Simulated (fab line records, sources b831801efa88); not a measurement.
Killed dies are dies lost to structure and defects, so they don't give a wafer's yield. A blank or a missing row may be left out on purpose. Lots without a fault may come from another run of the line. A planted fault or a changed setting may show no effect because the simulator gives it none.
fab line records | flow sky130
record lots=14 wafers=42 last_day=50
route steps=708 shown CONTACT@430 METAL1@451 VIA1@458
lots that met no fault: from a run of the same line without faults
start_h: hours from the record's first day to the start of the lot's first wafer shown | wait_h: hours since the lot's step before | " the same as in the row above | L1.1+2: a row that stands for several wafers | - no value, or no start given | * or withheld: withheld | < > ~ a bound
route shown NAME@n: a module of which the file shows steps, and the number in the route of the first | usual: mean/standard deviation of fault-free wafers | same: alike in all rows | chamber/n: place in a boat | sites: the reading at each site | _std_site: their standard deviation | _edge_site: outer sites' mean less inner sites' | radius_mm: how far each site lies from the wafer's centre | mask NAME#n: copy n | behind: the tool/chamber that last shaped the wafer | hold: why the lot was held/for how many hours/how that ended | device: the transistor (n, p or np) that didn't switch | end of line: the same wafers' tests at the end of the route | a step without rows: its recipe alone | killed: dies lost to structure and defects at the first sort, not the wafer's yield | map: a wafer's dies, x killed, . not, _ none there
set.NAME: the setting as run; set.NAME@STEP: as run at that earlier step | model.NAME: the simulator's own value behind a step, which no gauge read
steps of the route over a sample of lots; a table a step, a row a wafer
services: from which hour (start_h, from the record's first day; less than 0 if before it) a tool's chamber was out of use, for how many hours, and why
## steps
# step SKY_CONTACT_CVD_24
# recipe material=W target_thk_nm=340 time_s=102.12 temp_c=400 pressure_torr=40
# usual heater_power_outer_w=514/110 heater_power_w=882/190
# columns lot.wafer tool chamber start_h wait_h heater_power_outer_w heater_power_w
L806.1 cvd_w-01 1 732.87 0.0 684 1220
L806.2 " 0 " " 440 696
L806.5 " 0 " " 427 710
L807.2 cvd_w-01 0 741.97 0.0 437 699
L807.3 " 1 " " 679 1177
L807.6 " 1 " " 684 1118
L808.1 cvd_w-02 1 749.03 0.0 438 775
L808.5 " 0 " " 478 834
L808.6 " 1 " " 438 768
L812.1 cvd_w-01 1 797.23 0.0 672 1168
L812.3 " 1 " " 683 1186
L812.5 " 1 " " 689 1145
L814.1 cvd_w-01 0 811.58 0.0 423 720
L814.3 " 0 " " 428 705
L814.6 " 0 " " 432 707
L815.1 cvd_w-02 1 814.88 0.0 453 783
L815.5 " 1 " " 444 804
L815.6 " 0 " " 475 850
L813.1 cvd_w-01 1 817.60 0.0 696 1175
L813.2 " 0 " " 423 714
L813.4 " 0 " " 421 704
L817.1 cvd_w-02 1 826.43 0.0 445 782
L817.2 " 0 " " 473 825
L817.3 " 1 " " 432 790
L820.1 cvd_w-02 0 848.93 0.0 466 827
L820.2 " 1 " " 430 785
L820.5 " 1 " " 441 792
L821.1 cvd_w-01 0 854.80 0.0 426 707
L821.5 " 0 " " 430 688
L821.6 " 1 " " 683 1209
L823.2 cvd_w-02 0 871.88 0.0 480 831
L823.4 " 0 " " 480 844
L823.6 " 1 " " 445 773
L825.3 cvd_w-01 0 882.67 0.1 427 712
L825.4 " 1 " " 692 1170
L825.5 " 1 " " 691 1198
L827.1 cvd_w-02 0 894.64 0.0 481 828
L827.4 " 0 " " 479 849
L827.5 " 0 " " 479 826
L828.2 cvd_w-01 0 903.01 0.0 425 706
L828.4 " 1 " " 682 1201
L828.5 " 1 " " 694 1198
# step SKY_METAL1_DESCUM_17
# recipe chemistry=O2 source_power_w=150 bias_power_w=0 pressure_mtorr=10 temp_c=40 time_s=8
# usual drypump_motor_current_A=5.8/0.47 oes_product_au=1.001/0.0081
# same bias_power_w=0
# columns lot.wafer tool chamber start_h wait_h drypump_motor_current_A oes_product_au rf_hours_counter_h
L806.1 rie_metal-02 0 761.64 0.0 6.1 1.003 2
L806.2 " 1 " " 5.4 1.007 5
L806.5 " 0 " " 6.1 1.001 -
L807.2 rie_metal-01 1 769.97 0.0 5.1 0.995 1
L807.3 " 1 " " 5.1 0.995 -
L807.6 " 1 " " 5.1 0.994 -
L808.1 rie_metal-01 1 775.94 0.0 5.1 1.007 1
L808.5 " 1 " " 5.1 0.994 -
L808.6 " 0 " " 5.9 0.985 -
L812.1 rie_metal-01 1 824.69 0.0 5.1 1.011 3
L812.3 " 1 " " 5.1 0.998 -
L812.5 " 1 " " 5.1 1.006 -
L814.1 rie_metal-01 1 839.09 0.0 5.1 1.011 3
L814.3 " 0 " " 5.9 1.009 -
L814.6 " 0 " " 5.9 0.994 -
L815.1 rie_metal-04 1 841.82 0.0 6.5 0.987 2
L815.5 " 1 " " 6.5 1.002 -
L815.6 " 0 " " 5.7 1.013 -
L813.1 rie_metal-02 1 845.38 0.0 5.3 0.998 9
L813.2 " 0 " " 6.2 0.997 6
L813.4 " 1 " " 5.3 1.000 -
L817.1 rie_metal-02 0 853.19 0.0 6.2 1.012 6
L817.2 " 1 " " 5.4 1.014 9
L817.3 " 0 " " 6.2 1.001 -
L820.1 rie_metal-01 1 876.23 0.0 5.1 1.005 4
L820.2 " 0 " " 5.9 0.998 6
L820.5 " 1 " " 5.1 1.003 -
L821.1 rie_metal-02 0 882.24 0.0 6.1 1.005 7
L821.5 " 0 " " 6.1 1.009 -
L821.6 " 1 " " 5.4 1.012 -
L823.2 rie_metal-02 1 898.58 0.0 5.3 1.006 11
L823.4 " 1 " " 5.3 1.003 -
L823.6 " 0 " " 6.1 0.991 -
L825.3 rie_metal-02 1 909.97 0.0 5.3 1.001 -
L825.4 " 0 " " 6.1 1.003 -
L825.5 " 1 " " 5.3 1.006 -
L827.1 rie_metal-04 0 921.10 0.0 5.7 0.998 0
L827.4 " 1 " " 6.5 0.988 -
L827.5 " 1 " " 6.5 0.985 -
L828.2 rie_metal-02 0 929.22 0.0 6.1 1.003 10
L828.4 " 1 " " 5.3 1.006 -
L828.5 " 0 " " 6.1 0.998 -
# step SKY_METAL1_METAL_ETCH_19
# recipe target_depth_a=3600 stop_on=SiO2 over_etch_frac=0.3 time_s=78 chemistry=Cl2/BCl3 resist_sidewall_deg=88 pressure_mtorr=10 icp_w=900 bias_w=48.5 Cl2_flow_sccm=60 bcl3_flow_sccm=30
# usual drypump_motor_current_A=5.8/0.47 oes_product_au=0.854/0.0054 throttle_valve_pct=22.264/0.0089
# columns lot.wafer tool chamber start_h wait_h drypump_motor_current_A oes_product_au rf_hours_counter_h throttle_valve_pct
L806.1 rie_metal-02 0 761.74 0.0 6.2 0.854 2 22.256
L806.2 " 1 " " 5.4 0.855 5 22.273
L806.5 " 0 " " 6.1 0.852 - 22.279
L807.2 rie_metal-01 1 770.06 0.0 5.1 0.860 1 22.268
L807.3 " 1 " " 5.1 0.852 - 22.255
L807.6 " 1 " " 5.1 0.857 - 22.264
L808.1 rie_metal-01 1 776.04 0.0 5.1 0.852 1 22.267
L808.5 " 1 " " 5.1 0.855 - 22.269
L808.6 " 0 " " 5.9 0.854 - 22.283
L812.1 rie_metal-01 1 824.79 0.0 5.1 0.860 3 22.253
L812.3 " 1 " " 5.1 0.855 - 22.269
L812.5 " 1 " " 5.1 0.859 - 22.271
L814.1 rie_metal-01 1 839.19 0.0 5.1 0.861 3 22.255
L814.3 " 0 " " 5.9 0.849 - 22.259
L814.6 " 0 " " 5.9 0.852 - 22.276
L815.1 rie_metal-04 1 841.91 0.0 6.5 0.851 3 22.268
L815.5 " 1 " " 6.5 0.853 - 22.265
L815.6 " 0 " " 5.7 0.850 - 22.271
L813.1 rie_metal-02 1 845.48 0.0 5.3 0.856 9 22.254
L813.2 " 0 " " 6.1 0.845 6 22.264
L813.4 " 1 " " 5.4 0.845 - 22.266
L817.1 rie_metal-02 0 853.29 0.0 6.1 0.858 6 22.262
L817.2 " 1 " " 5.3 0.848 9 22.259
L817.3 " 0 " " 6.1 0.851 - 22.256
L820.1 rie_metal-01 1 876.33 0.0 5.1 0.842 4 22.254
L820.2 " 0 " " 5.9 0.849 6 22.266
L820.5 " 1 " " 5.1 0.851 - 22.256
L821.1 rie_metal-02 0 882.34 0.0 6.1 0.850 7 22.268
L821.5 " 0 " " 6.2 0.862 - 22.282
L821.6 " 1 " " 5.3 0.855 - 22.258
L823.2 rie_metal-02 1 898.68 0.0 5.4 0.851 11 22.257
L823.4 " 1 " " 5.4 0.843 - 22.257
L823.6 " 0 " " 6.2 0.855 - 22.267
L825.3 rie_metal-02 1 910.09 0.1 5.4 0.863 - 22.278
L825.4 " 0 " " 6.1 0.853 - 22.279
L825.5 " 1 " " 5.4 0.846 - 22.258
L827.1 rie_metal-04 0 921.19 0.0 5.7 0.844 1 22.264
L827.4 " 1 " " 6.5 0.855 - 22.269
L827.5 " 1 " " 6.5 0.858 - 22.269
L828.2 rie_metal-02 0 929.31 0.0 6.1 0.858 10 22.272
L828.4 " 1 " " 5.4 0.854 - 22.255
L828.5 " 0 " " 6.1 0.858 - 22.256
# step SKY_VIA1_HDPCVD_00
# recipe material=SiO2 target_thk_nm=1030 sigma_open_frac=0.3 time_s=171.7 temp_c=400 sih4_flow_sccm=60 pressure_mtorr=6
# columns lot.wafer tool chamber start_h wait_h
L806.1+2+5 hdpcvd-02 0,2,0 762.44 0.0
L807.2+3+6 hdpcvd-01 2,0,2 770.74 0.0
L808.1+5+6 hdpcvd-02 1,0,2 776.72 0.0
L812.1+3+5 hdpcvd-01 0,1,0 825.47 0.0
L814.1+3+6 hdpcvd-01 1,2,0 839.88 0.0
L815.1+5+6 hdpcvd-02 2,0,2 842.59 0.0
L813.1+2+4 hdpcvd-02 1,2,1 846.16 0.0
L817.1+2+3 hdpcvd-01 2,0,1 853.97 0.0
L820.1+2+5 hdpcvd-02 2,0,2 877.04 0.0
L821.1+5+6 hdpcvd-02 2,0,1 883.02 0.0
L823.2+4+6 hdpcvd-02 2,2,1 899.36 0.0
L825.3+4+5 hdpcvd-02 2,2,0 910.74 0.0
L827.1+4+5 hdpcvd-02 1,1,2 921.92 0.0
L828.2+4+5 hdpcvd-02 1,1,0 930.51 0.0
# step SKY_VIA1_THK_MEAS_01
# recipe reads=SiO2_of_VIA1_HDPCVD_00
# usual VIA1_HDPCVD_THK=1034/10
# columns lot.wafer tool chamber start_h wait_h VIA1_HDPCVD_THK[nm]
L806.1 film_metro-04 - 762.55 0.1 1017
L806.2 " - " " 1004
L806.5 " - " " 1020
L807.2 film_metro-01 - 770.87 0.1 1025
L807.3 " - " " 1030
L807.6 " - " " 1033
L808.1 film_metro-01 - 776.83 0.1 1016
L808.5 " - " " 1028
L808.6 " - " " 1031
L812.1 film_metro-02 - 825.58 0.1 881
L812.3 " - " " 879
L812.5 " - " " 879
L814.1 film_metro-02 - 839.99 0.1 875
L814.3 " - " " 869
L814.6 " - " " 866
L815.1 film_metro-04 - 842.71 0.1 1023
L815.5 " - " " 1016
L815.6 " - " " 1025
L813.1 film_metro-01 - 846.27 0.1 1042
L813.2 " - " " 1034
L813.4 " - " " 1040
L817.1 film_metro-04 - 854.08 0.1 872
L817.2 " - " " 890
L817.3 " - " " 891
L820.1 film_metro-04 - 877.15 0.1 1032
L820.2 " - " " 1028
L820.5 " - " " 1021
L821.1 film_metro-04 - 883.13 0.1 1044
L821.5 " - " " 1032
L821.6 " - " " 1037
L823.2 film_metro-01 - 899.48 0.1 1036
L823.4 " - " " 1026
L823.6 " - " " 1026
L825.3 film_metro-04 - 910.87 0.1 1017
L825.4 " - " " 1025
L825.5 " - " " 1031
L827.1 film_metro-04 - 922.03 0.1 1028
L827.4 " - " " 1033
L827.5 " - " " 1033
L828.2 film_metro-02 - 930.63 0.1 1031
L828.4 " - " " 1029
L828.5 " - " " 1046
# step SKY_VIA1_ETCH_15
# recipe target=SiO2 chemistry=C4F8/O2/Ar target_depth_nm=351 stop_on=TiN mask_material=KrF-thick source_w=1500 bias_w=1200 pressure_mtorr=40 c4f8_flow_sccm=withheld O2_flow_sccm=6 Ar_flow_sccm=300 time_s=54
# usual oes_product_au=0.982/0.0052
# columns lot.wafer tool chamber start_h wait_h oes_product_au rf_hours_counter_h
L806.1 rie_diel-03 3 789.26 0.0 0.988 14
L806.2 " 0 " " 0.983 6
L806.5 " 2 " " 0.985 -
L807.2 rie_diel-03 3 798.51 0.0 0.982 14
L807.3 " 1 " " 0.984 5
L807.6 " 0 " " 0.977 -
L808.1 rie_diel-04 3 803.52 0.0 0.993 15
L808.5 " 1 " " 0.977 -
L808.6 " 0 " " 0.983 -
L812.1 rie_diel-02 3 852.37 0.0 0.743 2
L812.3 " 0 " " 0.754 12
L812.5 " 1 " " 0.754 -
L814.1 rie_diel-02 1 866.26 0.0 0.740 8
L814.3 " 2 " " 0.733 7
L814.6 " 2 " " 0.739 -
L815.1 rie_diel-02 2 869.31 0.0 0.978 8
L815.5 " 0 " " 0.980 -
L815.6 " 3 " " 0.974 -
L813.1 rie_diel-04 3 872.69 0.0 0.981 17
L813.2 " 2 " " 0.981 14
L813.4 " 2 " " 0.979 -
L817.1 rie_diel-04 3 880.89 0.0 0.754 17
L817.2 " 2 " " 0.747 15
L817.3 " 0 " " 0.750 8
L820.1 rie_diel-02 3 903.26 0.0 0.979 3
L820.2 " 2 " " 0.983 8
L820.5 " 0 " " 0.976 -
L821.1 rie_diel-04 1 910.29 0.0 0.982 11
L821.5 " 1 " " 0.977 -
L821.6 " 2 " " 0.985 -
L823.2 rie_diel-04 0 925.44 0.0 0.977 10
L823.4 " 1 " " 0.975 12
L823.6 " 0 " " 0.988 -
L825.3 rie_diel-03 0 936.42 0.0 0.979 10
L825.4 " 3 " " 0.985 18
L825.5 " 1 " " 0.991 -
L827.1 rie_diel-02 2 946.94 0.0 0.978 9
L827.4 " 1 " " 0.981 10
L827.5 " 3 " " 0.977 -
L828.2 rie_diel-04 0 955.92 0.0 0.987 11
L828.4 " 1 " " 0.987 12
L828.5 " 0 " " 0.979 -
## services
# columns tool chamber start_h hours kind
hdpcvd-01 2 712.04 10.9 repair
hdpcvd-01 - 721.95 2.8 pm
rie_metal-04 - 755.96 0.3 repair
cvd_w-01 0 761.04 7.4 repair
rie_metal-04 - 773.53 0.4 repair
rie_diel-03 - 827.23 15.6 pm
hdpcvd-01 0 829.67 7.5 repair
rie_diel-03 1 853.16 3.9 repair
hdpcvd-02 - 859.28 2.8 pm
cvd_w-02 1 861.99 4.1 repair
rie_diel-04 0 870.78 6.5 repair
cvd_w-01 - 871.17 0.2 repair
rie_diel-04 3 886.05 5.5 repair
hdpcvd-01 1 897.56 9.4 repair
cvd_w-01 - 904.00 14.0 pm
rie_metal-02 - 906.27 2.8 pm
rie_metal-02 1 917.11 2.6 repair
cvd_w-02 - 925.31 28.1 pm
hdpcvd-01 1 929.76 9.8 repair
hdpcvd-01 - 939.69 28.1 pm
rie_diel-02 0 947.90 12.3 repair
hdpcvd-02 - 950.25 15.0 pm
cvd_w-02 - 954.32 2.7 repair
rie_metal-01 - 954.43 2.8 pm
## key
first_sign step=SKY_VIA1_THK_MEAS_01 reading=VIA1_HDPCVD_THK direction=down sigmas=15 usual=1034 struck=878
effect step=SKY_VIA1_ETCH_15 reading=oes_product_au direction=down sigmas=45 usual=0.982 struck=0.746
met_at SKY_VIA1_HDPCVD_00
struck_lots L812,L814,L817
sort_left_out L812.1,L812.3,L812.5,L814.1,L814.3,L814.6,L817.1,L817.2,L817.3
not_acting_at SKY_CONTACT_CVD_24,SKY_METAL1_DESCUM_17,SKY_METAL1_METAL_ETCH_19
onset_between 770.74 825.47
fault kind=site_profile_drift tool=hdpcvd-01 chamber=- onset_h=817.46 steps=SKY_VIA1_HDPCVD_00 basis=fraction max_abs_drift=0.36866 slope_share_per_hr=81.925 site_pattern=0,0,0,0,0,-1,-1,-1,-1
# sort_left_out: the simulated sort isn't trusted on such a fault, so these wafers' sort isn't shown, and their yield isn't known
